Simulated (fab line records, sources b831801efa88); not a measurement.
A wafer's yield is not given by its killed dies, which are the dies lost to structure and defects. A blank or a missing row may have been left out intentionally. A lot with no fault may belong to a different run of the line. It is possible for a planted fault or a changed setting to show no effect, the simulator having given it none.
fab line records	flow sky130
[record] lots = 4	wafers = 12	lastDay = 48
route steps=708 shown METAL3@561 VIA3@573 METAL4@598 PAD_OPEN@708
lots with no fault: from the same line, run without faults
startH: hours from the record's first day to the start of the lot's first wafer shown	waitH: how many hours have passed since the lot's step before this one	" as in the row above	L1.1+2: several wafers, shown together as one row	- no value, or no start was given	* or withheld: withheld	< > ~ a bound
route shown NAME@n: names a module that has steps shown in the file, with the first one's number in the route	usual: mean/standard deviation taken from wafers without a fault	same: alike in all rows	chamber/n: place in a boat	sites: per-site readings	_std_site: the standard deviation of these	_edge_site: outer sites' mean less inner sites'	radiusMm: for every site, how far away it sits from the centre of the wafer	mask NAME#n: copy n	behind: the most recent tool/chamber to have shaped the wafer	hold: why the lot was held/for how many hours/how that ended	device: whichever transistor did not switch (one of n, p or np)	end of line: at the end of the route, the tests of the same wafers	step lacking rows: just its recipe	killed: the dies lost at the first sort to structure and to defects; this is not the yield of the wafer	map: shows each die of a wafer: x if killed, . if not, _ if none is there
set.NAME: the run value of the setting; set.NAME@STEP: its run value at that earlier step	model.NAME: the simulator's own value behind a step, which no gauge read
certain route steps with their lots: each step a table, each wafer a row
services: when a tool's chamber went out of use (startH, in hours from the record's first day, below 0 if earlier), for how many hours, and the reason
[[steps]]
[step SKY_METAL3_PEB_11]
[recipe] pebTempC = withheld	pebTimeS = withheld	resist = KrF-thick
[step SKY_METAL3_DEVELOP_12]
[recipe] developTimeS = 60	resist = KrF-thick	devTempC = 21
[step SKY_METAL3_DESCUM_15]
[recipe] chemistry = O2	sourcePowerW = 150	biasPowerW = 0	pressureMtorr = 10	tempC = 40	timeS = 8
[step SKY_METAL3_ETCH_16]
[recipe] chemistry = N2/H2	target = BARC	ionEnergyEv = 200	biasW = 100	pressureMtorr = 30	n2FlowSccm = 100	h2FlowSccm = 200	icpW = 500	stopOn = SiO2	timeS = 88.2	targetDepthA = 600
[step SKY_METAL3_ETCH_17]
[recipe] target = SiO2	stopOn = TiN	chemistry = C4F8/O2/Ar	sourceW = 1500	biasW = 1200	pressureMtorr = 40	c4f8FlowSccm = withheld	O2_flow_sccm = 6	Ar_flow_sccm = 300	timeS = 3.9	targetDepthA = 150
[step SKY_METAL3_METAL_ETCH_18]
[recipe] targetDepthA = 8450	stopOn = SiO2	overEtchFrac = 0.3	timeS = 183.1	chemistry = Cl2/BCl3	resistSidewallDeg = 88	pressureMtorr = 10	icpW = 900	biasW = 48.5	Cl2_flow_sccm = 60	bcl3FlowSccm = 30
[step SKY_METAL3_STRIP_19]
[recipe] chemistry = O2/N2	powerW = 1400	pressureMtorr = 1500	platenTempC = withheld	o2FlowSccm = 3000	n2FlowSccm = 300	overashFraction = 0.5
[step SKY_METAL3_STRIP_20]
[recipe] chemistry = postEtchResidueRemover	timeS = 1200	tempC = 72.5
[step SKY_METAL3_CLEAN_21]
[recipe] chemistry = IPA	timeS = 180	tempC = 25
[step SKY_METAL3_CLEAN_22]
[recipe] chemistry = O3/DIW	dry = n2Spin
[step SKY_VIA3_HDPCVD_00]
[recipe] material = SiO2	targetThkNm = 1635	sigmaOpenFrac = 0.3	timeS = 272.5	tempC = 400	sih4FlowSccm = 60	pressureMtorr = 6
lot.wafer	tool	chamber	startH	waitH
L327.2+4+6	hdpcvd-02	2,0,2	911.62	0.0
L334.2+3+5	hdpcvd-01	2,0,0	963.43	0.0
L338.2+4+6	hdpcvd-02	1,0,2	993.69	0.0
L341.3+5+6	hdpcvd-02	1,0,2	1007.60	0.0
[step SKY_VIA3_CMP_02]
[recipe] material = SiO2	downForcePsi = 4	platenRpm = 60	padVelocityMS = 0.94248
[step SKY_VIA3_DEHYDRATE_04]
[recipe] tempC = 200	timeS = 60
[step SKY_VIA3_HMDS_05]
[recipe] primeTimeS = 60	primeTempC = 120
[step SKY_VIA3_COAT_06]
[recipe] resist = BARC	tempC = withheld	timeS = withheld	spinRpm = 3000	resistThkNm = 60
[step SKY_VIA3_COAT_07]
[recipe] resist = KrF-thick	spinRpm = 3000	resistThkNm = 450
[step SKY_VIA3_SOFTBAKE_08]
[recipe] tempC = 100	timeS = 90	resist = KrF-thick
[step SKY_VIA3_EXPOSE_09]
[recipe] maskId = VIM3	na = 0.8	sourceShape = annular	sigmaInner = 0.55	sigmaOuter = 0.85	targetCdNm = 200	doseMj = 38
[step SKY_VIA3_PEB_10]
[recipe] pebTempC = withheld	pebTimeS = withheld	resist = KrF-thick
[step SKY_VIA3_DEVELOP_11]
[recipe] developTimeS = 60	resist = KrF-thick	devTempC = 21
[step SKY_VIA3_ETCH_14]
[recipe] chemistry = N2/H2	target = BARC	ionEnergyEv = 200	sourceW = 500	biasW = 100	pressureMtorr = 30	n2FlowSccm = 100	h2FlowSccm = 200	stopOn = SiO2	timeS = 45.9	targetDepthA = 600
[step SKY_VIA3_ETCH_15]
[recipe] target = SiO2	chemistry = C4F8/O2/Ar	targetDepthNm = 507	stopOn = TiN	maskMaterial = KrF-thick	sourceW = 1500	biasW = 1200	pressureMtorr = 40	c4f8FlowSccm = withheld	O2_flow_sccm = 6	Ar_flow_sccm = 300	timeS = 78
[step SKY_VIA3_STRIP_16]
[recipe] chemistry = O2/N2	powerW = 1400	pressureMtorr = 1500	platenTempC = withheld	o2FlowSccm = 3000	n2FlowSccm = 300	overashFraction = 0.5
[step SKY_VIA3_STRIP_17]
[recipe] chemistry = postEtchResidueRemover	timeS = 1200	tempC = 72.5
[step SKY_VIA3_CLEAN_18]
[recipe] chemistry = IPA	timeS = 180	tempC = 25
[step SKY_VIA3_CLEAN_19]
[recipe] chemistry = O3/DIW	dry = n2Spin
[step SKY_VIA3_SPUTTER_20]
[recipe] material = TiN	targetThkNm = 20	chamberPressurePa = 5	powerW = 4000	timeS = 80
[step SKY_VIA3_CVD_21]
[recipe] material = W	targetThkNm = 390	timeS = 117.31	tempC = 400	pressureTorr = 40
[step SKY_VIA3_CMP_24]
[recipe] stopOn = SiO2	tOverpolishS = 20	downForcePsi = 3.5	platenRpm = 60	targetThkNm = 0	padVelocityMS = 0.94248
[step SKY_METAL4_SPUTTER_00]
[recipe] material = Ti	targetThkNm = 15	powerW = 3000	timeS = 10	chamberPressurePa = 0.4
[step SKY_METAL4_SPUTTER_01]
[recipe] material = TiN	targetThkNm = 20	powerW = 6500	timeS = 16.7	chamberPressurePa = 0.4
[step SKY_METAL4_SPUTTER_02]
[recipe] material = AlCu	targetThkNm = 735	powerW = 10600	timeS = 39.1	chamberPressurePa = 0.4
[step SKY_METAL4_SPUTTER_03]
[recipe] material = Ti	targetThkNm = 5	powerW = 3000	timeS = 3.3	chamberPressurePa = 0.4
[step SKY_METAL4_SPUTTER_04]
[recipe] material = TiN	targetThkNm = 70	powerW = 6500	timeS = 58.3	chamberPressurePa = 0.4
[step SKY_PAD_OPEN_PROBE_99]
[usual] defectLimitedYield = 82.6/1.8	killed_at_M0_to_M3 = 43/6.5	killed_at_M4_up = 3.1/1.8	killedAtContacts = 24/5.6	killedAtFrontEnd = 15/4.2	killedAtOther = 0.3/0.5	killedDies = 86/8.9	killedOpen = 47/6.9	killedShort = 39/5.9	sort_bin_3_pad_short = 0.9/0.39	sort_bin_5_function = 10.4/1.6	sort_bin_6_memory = 6.2/1	sortNPass = 406/8.9	sortYieldPct = 82.6/1.8
[same] grossDies = 492	killedAtBackSide = 0	sort_bin_4_leakage[%] = 0	sort_bin_8_speed[%] = 0
lot.wafer	tool	chamber	startH	waitH	hold	defectLimitedYield[%]	killed_at_M0_to_M3	killed_at_M4_up	killedAtContacts	killedAtFrontEnd	killedAtOther	killedDies	killedOpen	killedShort	sort_bin_3_pad_short[%]	sort_bin_5_function[%]	sort_bin_6_memory[%]	sortNPass	sortYieldPct[%]	model.etest.tester.sortNPass	model.etest.tester.sortYieldPct	model.etest.tester.sort_bin_5_pct
L327.2	prober-01	-	1082.90	0.1	-	83.5	42	4	19	16	0	81	42	39	0.6	8.5	7.3	411	83.5	411	83.54	8.537
L327.4	prober-01	-	1083.00	0.2	-	82.1	41	3	21	23	0	88	47	41	1.2	12.2	4.5	404	82.1	404	82.11	12.2
L327.6	prober-01	-	1083.10	0.2	-	78.3	54	0	33	19	1	107	58	49	1.8	13.2	6.7	385	78.3	385	78.25	13.21
L334.2	prober-01	-	1126.09	0.1	-	85.0	37	6	16	15	0	74	37	37	0.4	8.9	5.7	418	85.0	418	84.96	8.943
L334.3	prober-01	-	1126.14	0.2	-	84.3	35	4	21	17	0	77	44	33	1.0	8.3	6.3	415	84.3	415	84.35	8.333
L334.5	prober-01	-	1126.24	0.2	-	83.7	43	4	18	14	1	80	45	35	0.8	9.1	6.3	412	83.7	412	83.74	9.146
L338.2	prober-01	-	1148.43	0.1	awaitDispo/4.3h/release	76.6	72	0	24	19	0	115	51	39	2.2	14.8	6.3	377	76.6	377	76.63	14.84
L338.4	prober-01	-	1148.53	0.2	awaitDispo/4.3h/release	81.9	38	2	33	16	0	89	49	40	0.6	11.4	6.1	403	81.9	403	81.91	11.38
L338.6	prober-01	-	1148.63	0.2	awaitDispo/4.3h/release	83.9	40	3	24	12	0	79	52	27	0.8	8.7	6.5	413	83.9	413	83.94	8.74
L341.3	prober-02	-	1158.07	0.2	awaitDispo/7.9h/release	78.3	60	3	21	23	0	107	43	40	1.2	14.2	6.3	385	78.3	385	78.25	14.23
L341.5	prober-02	-	1158.17	0.2	awaitDispo/7.9h/release	81.5	38	3	28	21	1	91	42	49	1.0	11.0	6.5	401	81.5	401	81.5	10.98
L341.6	prober-02	-	1158.22	0.2	awaitDispo/7.9h/release	82.1	38	2	23	25	0	88	48	40	0.6	10.6	6.7	404	82.1	404	82.11	10.57
// killed by level:class
L327.2 VIA1:geometricParticle:open=10 CONTACT:geometricParticle:open=8 VIA2:geometricParticle:open=7 VIA1:geometricParticle:short=6 METAL2:geometricParticle:short=6 FIELD_ISO:geometricParticle:short=4 METAL1:geometricParticle:short=4 FIELD_ISO:geometricParticle:open=3
L327.4 LI_CONTACT:geometricParticle:open=9 VIA1:geometricParticle:short=9 VIA1:geometricParticle:open=9 FIELD_ISO:geometricParticle:short=8 CONTACT:geometricParticle:open=6 VIA2:geometricParticle:open=5 FIELD_ISO:geometricParticle:open=4 LOCAL_INTERCONNECT:geometricParticle:short=4
L327.6 VIA1:geometricParticle:open=11 LI_CONTACT:geometricParticle:open=11 METAL2:geometricParticle:short=9 CONTACT:geometricParticle:open=9 CONTACT:geometricParticle:short=8 VIA2:geometricParticle:open=8 FIELD_ISO:geometricParticle:open=6 METAL1:geometricParticle:short=6
L334.2 VIA1:geometricParticle:open=12 CONTACT:geometricParticle:open=6 FIELD_ISO:geometricParticle:short=5 LI_CONTACT:geometricParticle:open=5 VIA1:geometricParticle:short=5 VIA3:geometricParticle:open=5 METAL4:geometricParticle:short=5 METAL3:geometricParticle:short=4
L334.3 VIA1:geometricParticle:open=8 CONTACT:geometricParticle:open=8 LI_CONTACT:geometricParticle:open=7 VIA1:geometricParticle:short=6 POLY_GATE:geometricParticle:open=5 VIA3:geometricParticle:open=5 METAL2:geometricParticle:short=4 VIA2:geometricParticle:open=4
L334.5 VIA1:geometricParticle:open=11 VIA2:geometricParticle:open=9 FIELD_ISO:geometricParticle:short=8 CONTACT:geometricParticle:open=7 LI_CONTACT:geometricParticle:open=6 METAL3:geometricParticle:short=5 METAL2:geometricParticle:short=4 FIELD_ISO:geometricParticle:open=3
L338.2 VIA3:unspecified=25 VIA1:geometricParticle:open=15 CONTACT:geometricParticle:open=9 VIA1:geometricParticle:short=7 VIA2:geometricParticle:open=7 FIELD_ISO:geometricParticle:open=5 LI_CONTACT:geometricParticle:open=5 FIELD_ISO:geometricParticle:short=4
L338.4 CONTACT:geometricParticle:open=11 LI_CONTACT:geometricParticle:open=9 LOCAL_INTERCONNECT:geometricParticle:short=9 VIA1:geometricParticle:open=7 VIA2:geometricParticle:open=7 VIA3:geometricParticle:short=6 FIELD_ISO:geometricParticle:short=4 POLY_GATE:geometricParticle:open=4
L338.6 CONTACT:geometricParticle:open=13 VIA3:geometricParticle:open=9 VIA1:geometricParticle:open=9 LI_CONTACT:geometricParticle:open=5 VIA2:geometricParticle:open=5 METAL1:geometricParticle:short=4 VIA2:geometricParticle:short=4 FIELD_ISO:geometricParticle:open=3
L341.3 VIA3:unspecified=24 VIA1:geometricParticle:open=10 CONTACT:geometricParticle:open=8 POLY_GATE:geometricParticle:open=6 METAL1:geometricParticle:short=6 CONTACT:geometricParticle:short=5 FIELD_ISO:geometricParticle:open=4 FIELD_ISO:geometricParticle:short=4
L341.5 CONTACT:geometricParticle:open=14 VIA1:geometricParticle:open=8 FIELD_ISO:geometricParticle:open=7 METAL1:geometricParticle:short=7 LI_CONTACT:geometricParticle:short=5 CONTACT:geometricParticle:short=5 VIA3:geometricParticle:short=5 METAL2:geometricParticle:short=5
L341.6 CONTACT:geometricParticle:open=13 FIELD_ISO:geometricParticle:short=7 VIA1:geometricParticle:open=7 METAL2:geometricParticle:short=7 FIELD_ISO:geometricParticle:open=6 METAL1:geometricParticle:short=5 POLY_GATE:geometricParticle:short=4 LI_CONTACT:geometricParticle:open=4
// map L338.2 (x killed, . not)
__________...xxxxxxx_________
________.....xxxxxxxxx_______
______xx...x...xxxxxx.xx_____
_____....x.....x.xxx...xx____
____.x.......x....xxxx....___
___x....x..x...............__
__x............x.....x.x...._
_.........xxx......x.....x.x.
_.x.x...x..............x....x
_xx..x..xx.x....x.....x....xx
_...x.x.x....x..x.....x......
_....x.........x...xxx.......
_......xx..xxx.....x.....x..x
_.xx..xx..............xx.....
_...............x...x......xx
__.......x.....x.....x..x.xx_
___.........x.....x.......x__
____........x.............___
_____.x...........x....x.____
______....xx......x....._____
________.............._______
__________...x.x...._________
// map L341.3 (x killed, . not)
__________...xxxxxxx_________
________....xxxxxxxxxx_______
______......x.xxxxxxxx.._____
_____.x..xx...xx.x..x....____
____.....x...x.....x.x..x.___
___x........xx.x..x...x....__
__......x....x.............._
_...x......xx...........x....
_...........x......x.x......x
_.......xx...x....x..........
_.......x...x...........x....
_..xx...x.xx.x......xx......x
_....x....x..x...x....x.....x
_x.x.......x..x.x........x...
_...........x..........x.....
__.xxx.x...................._
___x........x.........x...x__
____.......xx.......xxx...___
_____.....x...x.x..xx.x..____
______.............x.x.x_____
________.............x_______
__________.........._________
[[services]]
tool	chamber	startH	hours	kind
hdpcvd-02	-	950.25	15.0	pm
hdpcvd-02	0	950.25	15.0	ventCycle
hdpcvd-02	1	950.25	15.0	ventCycle
hdpcvd-02	2	950.25	15.0	ventCycle
hdpcvd-02	0	965.25	-	clean
hdpcvd-02	1	965.25	-	clean
hdpcvd-02	2	965.25	-	clean
hdpcvd-02	1	965.62	4.8	repair
hdpcvd-01	-	971.82	2.7	repair
hdpcvd-02	2	987.51	2.3	repair
hdpcvd-02	-	991.52	0.7	repair
[[key]]
[firstSign] step = SKY_PAD_OPEN_PROBE_99	reading = killed_at_M0_to_M3	direction = up	sigmas = 3.5	usual = 43	struck = 66
[effect] step = SKY_PAD_OPEN_PROBE_99	reading = sortYieldPct	direction = down	sigmas = 2.9	usual = 82.6	struck = 77.4
[modelEffect] step = SKY_PAD_OPEN_PROBE_99	value = etest.tester.sortNPass	without = 402	struck = 381
metAt SKY_VIA3_HDPCVD_00
struckWafers L338.2,L341.3
[fault] kind = chamberParticleSource	tool = hdpcvd-02	chamber = 1	onsetH = 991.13	steps = SKY_VIA3_HDPCVD_00	ratePerVisitCm2 = 0.56543	endH = 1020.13
